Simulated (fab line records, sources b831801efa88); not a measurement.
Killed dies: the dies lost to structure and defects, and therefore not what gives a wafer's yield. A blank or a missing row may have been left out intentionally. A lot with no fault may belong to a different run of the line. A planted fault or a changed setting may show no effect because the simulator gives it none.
Which tool is to blame?	flow sky130	10 lots with 30 wafers sampled at 5 steps, on a route of 708 steps

## WHAT THE GAUGES READ, wafer by wafer
SKY_VIA2_THK_MEAS_01. Usual: for VIA2_HDPCVD_THK the level is 1184 nm and the standard deviation is 15.
lot	measured	on	VIA2_HDPCVD_THK (nm)	flag
L523	day 35 07:23	film_metro-04	1211 1201 1228	
L524	day 35 18:17	film_metro-02	1161 1171 1165	
L526	day 36 10:32	film_metro-04	1182 1155 1158	
L529	day 37 14:38	film_metro-02	1180 1169 1181	
L530	day 37 17:28	film_metro-03	1176 1176 1164	
L536	day 39 04:21	film_metro-02	1203 1198 1410 1203 1199 1409	OFF
L542	day 41 06:41	film_metro-03	1178 1170 1195	
L543	day 41 10:50	film_metro-02	1192 1200 1198	
L544	day 41 16:02	film_metro-04	1174 1218 1180	
L545	day 41 22:21	film_metro-04	1181 1209 1205	

SKY_VIA2_RS_MEAS_22: uses a four-point probe to measure. Usual: for VIA2_W_RS the level is 0.271 ohm/sq and the standard deviation is 0.0053.
lot	measured	on	VIA2_W_RS (ohm/sq)	flag
L523	day 36 11:11	film_metro-02	0.273 0.273 0.263	
L524	day 36 21:59	film_metro-04	0.263 0.274 0.265	
L526	day 37 14:13	film_metro-03	0.280 0.274 0.274	
L529	day 38 17:37	film_metro-03	0.272 0.273 0.273	
L530	day 38 20:40	film_metro-04	0.273 0.271 0.270	
L536	day 40 07:18	film_metro-03	0.262 0.271 0.263	
L542	day 42 08:02	film_metro-02	0.265 0.275 0.275	
L543	day 42 12:15	film_metro-03	0.279 0.268 0.278	
L544	day 42 17:00	film_metro-03	0.267 0.269 0.278	
L545	day 42 22:36	film_metro-03	0.270 0.276 0.262	

## WHAT TOOL EACH LOT RAN ON (gives the tool, then ch and the chambers of the sampled wafers, and finally the start)
lot	SKY_METAL2_STRIP_20	SKY_VIA2_HDPCVD_00	SKY_VIA2_STRIP_16
L523	plasma_asher-03 ch 0,1, day 35 06:39	hdpcvd-02 ch 1,2, day 35 07:15	plasma_asher-03 ch 0,1, day 36 10:23
L524	plasma_asher-03 ch 0,1, day 35 17:30	hdpcvd-01 ch 0,1,2, day 35 18:08	plasma_asher-02 ch 0,1, day 36 21:12
L526	plasma_asher-01 ch 0,1, day 36 09:50	hdpcvd-02 ch 0,1,2, day 36 10:25	plasma_asher-03 ch 0,1, day 37 13:26
L529	plasma_asher-02 ch 0,1, day 37 13:54	hdpcvd-02 ch 0,1,2, day 37 14:29	plasma_asher-02 ch 0,1, day 38 16:49
L530	plasma_asher-03 ch 0,1, day 37 16:44	hdpcvd-01 ch 0,1,2, day 37 17:20	plasma_asher-02 ch 0,1, day 38 19:53
L536	plasma_asher-03 ch 0,1, day 39 03:35	hdpcvd-01 ch 0,1,2, day 39 04:14	plasma_asher-02 ch 0,1, day 40 06:31
L542	plasma_asher-02 ch 0,1, day 41 05:58	hdpcvd-02 ch 1,2, day 41 06:34	plasma_asher-03 ch 1, day 42 07:14
L543	plasma_asher-02 ch 0,1, day 41 10:08	hdpcvd-02 ch 0,1,2, day 41 10:41	plasma_asher-02 ch 0,1, day 42 11:25
L544	plasma_asher-03 ch 0,1, day 41 14:59	hdpcvd-02 ch 0,1,2, day 41 15:56	plasma_asher-02 ch 0,1, day 42 16:09
L545	plasma_asher-03 ch 0,1, day 41 21:37	hdpcvd-02 ch 0,1, day 41 22:13	plasma_asher-03 ch 0,1, day 42 21:43
- SKY_METAL2_STRIP_20: strips in O2/N2.
- SKY_VIA2_HDPCVD_00: deposits SiO2, target thk 1180 nm, time 196.7 s.
- SKY_VIA2_STRIP_16: strips in O2/N2.

## WHAT THE TOOLS THEMSELVES READ (means of the sampled wafers that have a number; where no wafer has one, the mark that the record gives instead)
SKY_METAL2_STRIP_20. Usual: drypump_motor_current_A 5.8 A, standard deviation 0.45; n2_flow_sccm 300.0 sccm, standard deviation 0.97; o2_flow_sccm 2999 sccm, standard deviation 8.2; oes_product_au 0.343 a.u., standard deviation 0.0053; strip_time_to_endpoint_s 2.70 s, standard deviation 0.042.
lot	tool	drypump_motor_current_A (A)	n2_flow_sccm (sccm)	o2_flow_sccm (sccm)	oes_product_au (a.u.)	strip_time_to_endpoint_s (s)	flag
L523	plasma_asher-03	6.2	299.4	3000	0.346	2.75	
L524	plasma_asher-03	6.2	299.6	3012	0.341	2.69	
L526	plasma_asher-01	5.4	300.3	2991	0.340	2.72	
L529	plasma_asher-02	5.5	300.6	3002	0.348	2.73	
L530	plasma_asher-03	6.2	300.0	3002	0.343	2.70	
L536	plasma_asher-03	6.2	300.5	2997	0.341	2.70	
L542	plasma_asher-02	5.8	299.3	3004	0.337	2.65	
L543	plasma_asher-02	5.8	300.1	3003	0.345	2.71	
L544	plasma_asher-03	6.2	300.9	2996	0.339	2.68	
L545	plasma_asher-03	6.2	300.1	2997	0.341	2.66	

SKY_VIA2_HDPCVD_00. Usual: 224.2 s for run_length_s, sd 0.41.
lot	tool	run_length_s (s)	flag
L523	hdpcvd-02	223.8	
L524	hdpcvd-01	224.7	
L526	hdpcvd-02	224.0	
L529	hdpcvd-02	224.0	
L530	hdpcvd-01	224.3	
L536	hdpcvd-01	236.0	OFF
L542	hdpcvd-02	224.0	
L543	hdpcvd-02	223.9	
L544	hdpcvd-02	224.2	
L545	hdpcvd-02	223.8	

SKY_VIA2_STRIP_16. Usual: drypump_motor_current_A 5.9 A, standard deviation 0.42; n2_flow_sccm 299.9 sccm, standard deviation 0.74; o2_flow_sccm 3000 sccm, standard deviation 9; oes_product_au 0.399 a.u., standard deviation 0.0047; strip_time_to_endpoint_s 4.05 s, standard deviation 0.03.
lot	tool	drypump_motor_current_A (A)	n2_flow_sccm (sccm)	o2_flow_sccm (sccm)	oes_product_au (a.u.)	strip_time_to_endpoint_s (s)	flag
L523	plasma_asher-03	6.1	300.6	2999	0.399	4.09	
L524	plasma_asher-02	5.5	299.7	3007	0.392	4.03	
L526	plasma_asher-03	6.2	299.1	2999	0.398	4.05	
L529	plasma_asher-02	5.8	299.7	2993	0.398	4.03	
L530	plasma_asher-02	5.5	299.9	2996	0.395	4.07	
L536	plasma_asher-02	5.8	300.1	2994	0.403	4.08	
L542	plasma_asher-03	6.2	299.9	3000	0.402	4.07	
L543	plasma_asher-02	5.8	300.4	3005	0.400	4.06	
L544	plasma_asher-02	5.5	300.1	3005	0.397	4.03	
L545	plasma_asher-03	6.2	300.2	3002	0.397	4.05	

## THE ANSWER, worked out from the rows above alone
Rule: a lot counts as off when the mean over its wafers that have a number is more than 3 standard deviations away from the usual mean. Also off: a lot with no number at a reading for which 4 or more lots have one. All remaining lots with rows at the step are treated as sound. Order of review: gauges by route order, followed by the tools' own readings, for which a lot's mean as printed above is used. The first step at which some lot is off is used, and at that step the reading that is off furthest; a lot without a number counts as furthest.
Off: L536, at SKY_VIA2_THK_MEAS_01 (VIA2_HDPCVD_THK).
If a tool, at a process step before that reading, ran all the lots that are off and no sound lot after the first of them, it fits. Not tried: the gauges at SKY_VIA2_THK_MEAS_01; whatever is off there is also off at SKY_VIA2_HDPCVD_00, on other tools, and gauge error can't account for it. One fits: hdpcvd-01 at SKY_VIA2_HDPCVD_00. Its last sound lot is L530 (day 37 17:20), its first lot that is off L536 (day 39 04:14): a fault that began between those two fits.
The tool's own readings at SKY_VIA2_HDPCVD_00 bear it out: on the lots that are off they differ by more than 5 times the standard deviation of the sound lots' means. run_length_s reads 236.0 s there against 224.1 s on the sound lots.

## WHAT HAD BEEN PUT IN BY THE SIMULATOR
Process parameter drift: hdpcvd-01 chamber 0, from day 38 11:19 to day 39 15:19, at SKY_VIA2_HDPCVD_00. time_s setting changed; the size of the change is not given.
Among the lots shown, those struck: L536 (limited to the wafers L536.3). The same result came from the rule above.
